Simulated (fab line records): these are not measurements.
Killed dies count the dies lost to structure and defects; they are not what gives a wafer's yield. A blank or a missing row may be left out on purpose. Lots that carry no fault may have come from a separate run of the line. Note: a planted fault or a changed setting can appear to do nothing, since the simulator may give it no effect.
A struck lot beside a sound one -- flow sky130 -- 15 steps out of a route of 708
Sound: the wafers L439.1, L439.3, L439.6. Struck: wafers L431.3, L431.4, L431.6. Last of all comes the cause.
Per side, at each step with rows, come the tool, then ch with its chambers, and then its first start. Under that, the readings that differ: sound wafers -- struck wafers -- difference of the means -- sigmas: that difference in standard deviations of wafers without a fault.
alike: readings with means less than 2 such deviations apart, plus words and numbers identical on both sides. not compared: withheld readings, readings lacking a value on some wafer, bounds such as >300 that could conceal the same value, and numbers that have no deviation in the record and whose values overlap.
The two part at a step that has a row with sigmas, a row that says differs or no value, or rows on one side only. When numbers do not overlap yet have no deviation, they are printed without sigmas and do not part them. Lack of a reading on every wafer of one side parts them only where that side has two or more wafers.

first, 3 steps without rows for these wafers: SKY_VIA3_EXPOSE_09 (exposes mask VIM3, target cd 200 nm); SKY_VIA3_PEB_10; SKY_VIA3_DEVELOP_11 (develop time 60 s).
SKY_VIA3_CD_MEAS_12 targets a cd of 200 nm.
  sound on cd_sem-02 at day 45 17:11; struck on cd_sem-02 at day 43 18:11
  alike: cd_nm
SKY_VIA3_OVL_MEAS_13:
  sound on overlay-01 at day 45 17:19; struck on overlay-01 at day 43 18:16
  alike: VIA3_OVL
SKY_VIA3_ETCH_14: etches BARC in N2/H2, stops on SiO2, time 45.9 s, target depth 60 nm.
  sound on rie_diel-03 ch 0,2, day 45 17:21; struck on rie_diel-04 ch 0,2, day 43 18:18
  alike: drypump_motor_current_A, oes_product_au, throttle_valve_pct
  not compared: rf_hours_counter_h
SKY_VIA3_ETCH_15: etches SiO2 in C4F8/O2/Ar, stops on TiN, target depth 507 nm, time 78 s.
  sound on rie_diel-03 ch 0,2, day 45 17:23; struck on rie_diel-04 ch 0,2, day 43 18:20
  alike: oes_product_au
  not compared: rf_hours_counter_h
SKY_VIA3_STRIP_16: strips in O2/N2.
  sound on plasma_asher-02 ch 0,1, day 45 17:27; struck on plasma_asher-04 ch 0,1, day 43 18:26
  alike: drypump_motor_current_A, oes_product_au, strip_time_to_endpoint_s
  not compared: rf_hours_counter_h
then, 3 steps without rows for these wafers: SKY_VIA3_STRIP_17 (strips in post etch residue remover, time 1200 s); SKY_VIA3_CLEAN_18 (cleans in IPA, time 180 s); SKY_VIA3_CLEAN_19 (cleans in O3/DIW).
SKY_VIA3_SPUTTER_20: material TiN, target thk 20 nm, time 80 s.
  sound on pvd_sputter-01 at day 45 18:03; struck on pvd_sputter-01 at day 43 19:00
  alike: cathode_dc_power_W, chamber_pressure_pa, throttle_valve_pct
SKY_VIA3_CVD_21: deposits W, target thk 390 nm, time 117.31 s.
  sound on cvd_w-01 ch 0,1, day 45 18:07; struck on cvd_w-02 ch 0,1, day 43 19:06
  no value came back on the struck wafers for chamber_pressure_Torr (Torr), heater_power_outer_w (W), heater_power_w (W); on the sound wafers chamber_pressure_Torr (Torr) reads 39.99 39.86 39.87
SKY_VIA3_RS_MEAS_22: uses a four-point probe to measure.
  sound on film_metro-01 at day 45 18:14; struck on film_metro-02 at day 43 19:31
reading,sound,struck,difference,sigmas
VIA3_W_RS (ohm/sq),0.2994 0.2976 0.2972,57.775 58.765 57.988,+57.878,+99 or more
  not compared: hold
SKY_PAD_OPEN_PROBE_99:
  sound wafers here have rows in the record (prober-02, day 50 18:13); struck ones have none

== WHERE THEY PART ==
At SKY_VIA3_CVD_21 first; at SKY_PAD_OPEN_PROBE_99 last (within this record only).

WHY: whatever the simulator had introduced
Step skipped in full: cvd_w-02, at SKY_VIA3_CVD_21, from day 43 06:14 onward. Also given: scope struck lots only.
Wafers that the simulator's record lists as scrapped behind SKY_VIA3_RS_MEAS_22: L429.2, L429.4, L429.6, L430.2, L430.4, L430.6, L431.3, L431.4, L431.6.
